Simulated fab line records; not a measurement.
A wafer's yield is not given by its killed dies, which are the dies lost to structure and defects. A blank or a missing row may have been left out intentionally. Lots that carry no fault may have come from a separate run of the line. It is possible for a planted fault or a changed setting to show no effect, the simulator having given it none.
Which of the tools did it? / flow sky130 / 13 lots, 39 wafers sampled, at 3 steps of a route of 708

WHAT THE GAUGES READ, wafer by wafer
SKY_VIA1_OVL_MEAS_13.
lot=L340; measured=day 33 22:54; on=overlay-02; VIA1_OVL (nm)=-3 -7 -7
lot=L341; measured=day 34 02:33; on=overlay-01; VIA1_OVL (nm)=-6 -4 -7
lot=L342; measured=day 34 19:09; on=overlay-01; VIA1_OVL (nm)=-10 -2 -6
lot=L343; measured=day 35 07:19; on=overlay-01; VIA1_OVL (nm)=2 9 -4
lot=L344; measured=day 35 09:22; on=overlay-02; VIA1_OVL (nm)=-3 0 -1
lot=L348; measured=day 36 22:55; on=overlay-01; VIA1_OVL (nm)=-6 -10 -1
lot=L351; measured=day 37 21:04; on=overlay-01; VIA1_OVL (nm)=-1 8 -2
lot=L355; measured=day 39 06:56; on=overlay-01; VIA1_OVL (nm)=0 -6 -2
lot=L357; measured=day 39 10:19; on=overlay-02; VIA1_OVL (nm)=2 -2 2
lot=L359; measured=day 40 01:07; on=overlay-02; VIA1_OVL (nm)=3 1 6
lot=L361; measured=day 40 10:36; on=overlay-02; VIA1_OVL (nm)=2 -8 -3
lot=L360; measured=day 40 18:06; on=overlay-02; VIA1_OVL (nm)=4 -3 8
lot=L362; measured=day 41 03:25; on=overlay-01; VIA1_OVL (nm)=-6 -2 -13

SKY_METAL2_RS_MEAS_05: the measuring method here is four-point-probe.
lot=L340; measured=day 34 00:23; on=film metro-01; METAL2_ALCU_RS (ohm/sq)=0.1284 0.1272 0.1284
lot=L341; measured=day 34 04:02; on=film metro-03; METAL2_ALCU_RS (ohm/sq)=0.1271 0.1240 0.1265
lot=L342; measured=day 34 20:40; on=film metro-03; METAL2_ALCU_RS (ohm/sq)=0.1279 0.1284 0.1269
lot=L343; measured=day 35 08:50; on=film metro-03; METAL2_ALCU_RS (ohm/sq)=0.1265 0.1273 0.1266
lot=L344; measured=day 35 10:52; on=film metro-01; METAL2_ALCU_RS (ohm/sq)=0.1272 0.1267 0.1272
lot=L348; measured=day 37 00:25; on=film metro-02; METAL2_ALCU_RS (ohm/sq)=0.1252 0.1272 0.1263
lot=L351; measured=day 37 22:39; on=film metro-01; METAL2_ALCU_RS (ohm/sq)=0.1286 0.1280 0.1272
lot=L355; measured=day 39 08:27; on=film metro-01; METAL2_ALCU_RS (ohm/sq)=0.1290 0.1295 0.1288
lot=L357; measured=day 39 11:50; on=film metro-03; METAL2_ALCU_RS (ohm/sq)=0.1280 0.1273 0.1274
lot=L359; measured=day 40 02:37; on=film metro-01; METAL2_ALCU_RS (ohm/sq)=0.1261 0.1243 0.1270
lot=L361; measured=day 40 12:08; on=film metro-01; METAL2_ALCU_RS (ohm/sq)=0.1285 0.1273 0.1286
lot=L360; measured=day 40 19:36; on=film metro-02; METAL2_ALCU_RS (ohm/sq)=0.1270 0.1270 0.1274
lot=L362; measured=day 41 05:23; on=film metro-01; METAL2_ALCU_RS (ohm/sq)=0.1256 0.1275 0.1270

WHICH TOOL RAN EACH LOT (tool, then ch and the chambers of the sampled wafers, then the start)
lot=L340; SKY_METAL1_SPUTTER_04=pvd sputter-02, day 31 15:39
lot=L341; SKY_METAL1_SPUTTER_04=pvd sputter-03, day 31 19:08
lot=L342; SKY_METAL1_SPUTTER_04=pvd sputter-02, day 32 11:50
lot=L343; SKY_METAL1_SPUTTER_04=pvd sputter-03, day 33 00:39
lot=L344; SKY_METAL1_SPUTTER_04=pvd sputter-02, day 33 02:49
lot=L348; SKY_METAL1_SPUTTER_04=pvd sputter-02, day 34 16:02
lot=L351; SKY_METAL1_SPUTTER_04=pvd sputter-01, day 35 14:53
lot=L355; SKY_METAL1_SPUTTER_04=pvd sputter-02, day 37 03:19
lot=L357; SKY_METAL1_SPUTTER_04=pvd sputter-01, day 37 05:18
lot=L359; SKY_METAL1_SPUTTER_04=pvd sputter-02, day 37 21:16
lot=L361; SKY_METAL1_SPUTTER_04=pvd sputter-01, day 38 06:46
lot=L360; SKY_METAL1_SPUTTER_04=pvd sputter-01, day 38 14:41
lot=L362; SKY_METAL1_SPUTTER_04=pvd sputter-01, day 38 23:09
- SKY_METAL1_SPUTTER_04: material TiN, target thk 70 nm, time 58.3 s.

AS READ BY THE TOOLS THEMSELVES (means over the sampled wafers that have a number; for cases with no such wafer, the mark the record gives instead)
SKY_METAL1_SPUTTER_04.
lot=L340; tool=pvd sputter-02; throttle valve pct (%)=30.5
lot=L341; tool=pvd sputter-03; throttle valve pct (%)=29.6
lot=L342; tool=pvd sputter-02; throttle valve pct (%)=30.0
lot=L343; tool=pvd sputter-03; throttle valve pct (%)=29.7
lot=L344; tool=pvd sputter-02; throttle valve pct (%)=30.0
lot=L348; tool=pvd sputter-02; throttle valve pct (%)=30.3
lot=L351; tool=pvd sputter-01; throttle valve pct (%)=30.1
lot=L355; tool=pvd sputter-02; throttle valve pct (%)=30.2
lot=L357; tool=pvd sputter-01; throttle valve pct (%)=31.2
lot=L359; tool=pvd sputter-02; throttle valve pct (%)=30.5
lot=L361; tool=pvd sputter-01; throttle valve pct (%)=31.1
lot=L360; tool=pvd sputter-01; throttle valve pct (%)=30.9
lot=L362; tool=pvd sputter-01; throttle valve pct (%)=31.4

THE ANSWER, worked out from the rows above alone
Rule: the lots themselves supply what counts as usual. Put in order of their means at a reading, lots are off if they are a third of the lots or fewer, leave a main group of 4 or more, and stand apart from it by a gap of 3 or more times the standard deviation of the main group's means; of several such gaps the widest counts. The tables above print the reading to a certain number of digits; a main group whose means all agree to those digits is not used. A lot without any number at a reading at which 4 lots or more have one is off too. All remaining lots with rows at the step are treated as sound. Order of review: gauges by route order, followed by the tools' own readings, for which a lot's mean as printed above is used. The first step at which some lot is off is used, and at that step the reading that is off furthest; a lot without a number counts as furthest.
None of the lots is off at any reading shown; this tells nothing.

WHAT HAD BEEN PUT IN BY THE SIMULATOR
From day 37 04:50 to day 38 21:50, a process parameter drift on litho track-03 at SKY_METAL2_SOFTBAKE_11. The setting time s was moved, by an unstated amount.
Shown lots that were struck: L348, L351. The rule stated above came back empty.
